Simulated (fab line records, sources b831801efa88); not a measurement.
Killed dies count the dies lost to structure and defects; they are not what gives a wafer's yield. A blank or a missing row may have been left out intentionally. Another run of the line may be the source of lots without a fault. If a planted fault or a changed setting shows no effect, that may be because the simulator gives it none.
One fault through the eyes of 2 desks + flow sky130 + numbers are kept per desk, each desk with only its own; the story behind them comes last

== DESK OF THE TOOL OWNER: furnace-01 ==
SKY_PAD_OPEN_ANNEAL_12, tool's own readings: per-lot mean of the sampled wafers with a number, covering each lot this tool ran. Marked OUT: a lot whose mean sits more than 4 standard deviations from the usual mean, which makes it out of limits; the brackets give that distance.
Columns: A = ramp-down-c-per-min at SKY_PAD_OPEN_ANNEAL_12, usual 4.0000; B = ramp-up-c-per-min at SKY_PAD_OPEN_ANNEAL_12, usual 8.0001
| lot  | first seen here | A      | B      |
|------|-----------------|--------|--------|
| L591 | day 45 13:37    | 3.9999 | 8.0000 |
| L595 | day 46 20:31    | 4.0002 | 8.0010 |
| L599 | day 47 19:47    | 4.0006 | 8.0002 |
| L610 | day 50 18:15    | 4.0001 | 8.0005 |
This desk's finding: nothing out of limits on any of the 4 lots.

== METROLOGY DESK ==
What the gauges read for every lot (on any tool): the sampled wafers with a number, averaged. Marked OUT: a lot whose mean sits more than 4 standard deviations from the usual mean, which makes it out of limits; the brackets give that distance.
Columns: A = cd-nm at SKY_VIA1_CD_MEAS_12, usual 149.7 nm; B = PAD_OPEN_BOW at SKY_PAD_OPEN_BOW_MEAS_13, usual 49 um
| lot  | first seen here | A     | B              |
|------|-----------------|-------|----------------|
| L591 | day 33 17:07    | 145.7 | 53             |
| L592 | day 34 12:23    | 150.9 | 38             |
| L595 | day 35 11:17    | 149.4 | 49             |
| L596 | day 35 20:25    | 150.5 | 51             |
| L599 | day 36 23:43    | 149.3 | 48             |
| L600 | day 37 03:38    | 151.9 | 38             |
| L607 | day 40 16:52    | 148.8 | 110 (+7.3) OUT |
| L608 | day 40 18:10    | 149.1 | 100 (+6.1) OUT |
| L609 | day 40 18:17    | 148.5 | 52             |
| L611 | day 40 18:23    | 151.1 | 43             |
| L610 | day 40 19:08    | 149.0 | 53             |
| L613 | day 40 20:23    | 151.1 | 46             |
Finding of this desk: L607, L608 out of limits, first seen on L607 at day 50 14:25 (PAD_OPEN_BOW at SKY_PAD_OPEN_BOW_MEAS_13). L591, L592, L595, L596, L599, L600, L609, L611, L610, L613: within limits.

== TAKEN TOGETHER ==
L607, L608 would have let the metrology desk raise an alarm at day 50 14:25.
The tool owner's desk saw nothing out of limits.
The tool owner's desk has no number on record for L607, L608.
Every lot named ran SKY_PAD_OPEN_ANNEAL_12 on furnace-01.

== WHAT HAD BEEN PUT IN BY THE SIMULATOR ==
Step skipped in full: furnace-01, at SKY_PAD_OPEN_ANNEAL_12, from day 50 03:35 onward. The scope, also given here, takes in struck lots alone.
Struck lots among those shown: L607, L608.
Hours from the fault's start to each desk's first reading out of limits: the metrology desk, 11.
